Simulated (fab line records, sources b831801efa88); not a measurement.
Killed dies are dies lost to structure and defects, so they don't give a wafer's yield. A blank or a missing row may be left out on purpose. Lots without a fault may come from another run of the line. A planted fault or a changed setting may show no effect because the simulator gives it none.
Split-lot experiment | flow sfq_line | 5 lots, 23 wafers read, on a route of 325 steps

THE SPLIT
At SFQ_TRILAYER_M5_LITHO_COAT_123 (resist thk 600 nm), the setting spin_rpm was moved away from the recipe's 3000 rpm on 10 of the 23 wafers read, by -5.8% to +5.4%. The other wafers ran this setting at the recipe's value.

FROM THE SPLIT TO THE READING: what the file shows between them, 3 steps
- SFQ_TRILAYER_M5_LITHO_PEB_126: peb time 60 s (also split here: peb_time_s)
- SFQ_TRILAYER_M5_LITHO_DEVELOP_125: time 60 s
- SFQ_TRILAYER_M5_BARC_OPEN_METAL_ETCH_161: etches BARC in O2, target depth 125 nm, time 41.7 s

THE READING
KrF_of_TRILAYER_M5_LITHO_COAT_123.thk_nm (the simulator's own value, which no gauge read), in nm, at SFQ_TRILAYER_M5_ETCH_METAL_ETCH_126 (etches Nb in Cl2/BCl3, stops on SiO2, time 203.2 s, target depth 265 nm). The file gives no usual value for it. The 13 wafers here that ran the recipe average 368.7 nm, standard deviation 5 nm.

wafer  | tool, chamber at the split | spin_rpm as run, rpm | against the recipe | KrF_of_TRILAYER_M5_LITHO_COAT_123.thk_nm, nm | against lot-mates on the recipe
L074.1 | litho_track-02, 0          | 3111                 | +3.7%              | 358.3                                        | -10.9
L074.2 | litho_track-02, 0          | 3000                 | recipe             | 367.5                                        | -
L074.3 | litho_track-02, 0          | 3111                 | +3.7%              | 355.2                                        | -14.0
L074.4 | litho_track-02, 0          | 3111                 | +3.7%              | 360.4                                        | -8.8
L074.5 | litho_track-02, 0          | 3000                 | recipe             | 370.9                                        | -
L077.1 | litho_track-03, 0          | 2826                 | -5.8%              | 378.6                                        | +14.8
L077.3 | litho_track-03, 0          | 3000                 | recipe             | 360.2                                        | -
L077.4 | litho_track-03, 0          | 2826                 | -5.8%              | 389.6                                        | +25.8
L077.5 | litho_track-03, 0          | 3000                 | recipe             | 361.9                                        | -
L077.6 | litho_track-03, 0          | 3000                 | recipe             | 369.3                                        | -
L078.1 | litho_track-02, 0          | 3000                 | recipe             | 364.7                                        | -
L078.2 | litho_track-02, 0          | 3161                 | +5.4%              | 356.3                                        | -10.8
L078.3 | litho_track-02, 0          | 3000                 | recipe             | 363.7                                        | -
L078.5 | litho_track-02, 0          | 3161                 | +5.4%              | 349.8                                        | -17.3
L078.6 | litho_track-02, 0          | 3000                 | recipe             | 372.8                                        | -
L080.2 | litho_track-03, 0          | 3000                 | recipe             | 366.7                                        | -
L080.5 | litho_track-03, 0          | 3000                 | recipe             | 375.8                                        | -
L080.6 | litho_track-03, 0          | 3000                 | recipe             | 368.6                                        | -
L083.1 | litho_track-04, 0          | 2870                 | -4.3%              | 383.8                                        | +8.4
L083.2 | litho_track-04, 0          | 2870                 | -4.3%              | 388.9                                        | +13.4
L083.3 | litho_track-04, 0          | 3000                 | recipe             | 375.5                                        | -
L083.5 | litho_track-04, 0          | 3000                 | recipe             | 375.4                                        | -
L083.6 | litho_track-04, 0          | 2870                 | -4.3%              | 380.5                                        | +5.1

THE FIT
A straight line over all 23 wafers: KrF_of_TRILAYER_M5_LITHO_COAT_123.thk_nm changes by -3.01 nm for each +1% of spin_rpm; r = -0.90; the points scatter about the line by 4.8 nm.
The same after taking each lot's own level away (the mean of its wafers on the recipe; 23 wafers): -2.82 nm for each +1%; r = -0.91; scatter 4.1 nm.
On that fit, the largest move of spin_rpm shifts the reading by 16 nm.
The lots' own levels span 363.80 to 375.45 nm, that is 2.3 times the standard deviation above.
So the lot-to-lot level changes the slope little: the two slopes agree.
Check: with one of the wafers moved furthest among these (-5.8%) left out of the fit, the line predicts +16.6 nm for it against its lot-mates. It came out at +14.8 nm against them.

OTHER SPLITS ON THESE WAFERS
These wafers also went through other splits before the reading. Each is held against what the fit with the lots' levels taken away leaves over:
other split on the same wafers                    | wafers away from the commonest value | r with KrF_of_TRILAYER_M5_LITHO_COAT_123.thk_nm (lot level and that fit taken away)
SFQ_TRILAYER_I4_CMP_CMP_100 leave_above_ref_nm    | 6                                    | -0.01
SFQ_TRILAYER_I4_VIA_LITHO_PEB_106 peb_time_s      | 8                                    | +0.31
SFQ_TRILAYER_I4_VIA_BARC_OPEN_VIA_ETCH_146 time_s | 3                                    | +0.01
SFQ_TRILAYER_JJ_CE_LITHO_COAT_114 spin_rpm        | 11                                   | -0.02
SFQ_TRILAYER_JJ_CE_BARC_OPEN_RIE_150 icp_w        | 7                                    | +0.23
SFQ_TRILAYER_M5_LITHO_PEB_126 peb_time_s          | 6                                    | +0.03

THE WHOLE CHAIN: every reading that the file lists as answering this split, in the file's order
step                                | what it does                                                            | reading                                                                                   | change (the file's fit)              | r (the file's)
SFQ_TRILAYER_M5_LITHO_COAT_123      | resist thk 600 nm                                                       | KrF_of_TRILAYER_M5_LITHO_COAT_123.thk_nm (the simulator's own value, which no gauge read) | -3.13 nm for each +1% of the setting | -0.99
SFQ_TRILAYER_M5_ETCH_METAL_ETCH_126 | etches Nb in Cl2/BCl3, stops on SiO2, time 203.2 s, target depth 265 nm | KrF_of_TRILAYER_M5_LITHO_COAT_123.thk_nm (the simulator's own value, which no gauge read) | -2.88 nm for each +1% of the setting | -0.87

THE FILE'S OWN FIT
KrF_of_TRILAYER_M5_LITHO_COAT_123.thk_nm changes by -2.88 nm for each +1% of spin_rpm, r = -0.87.
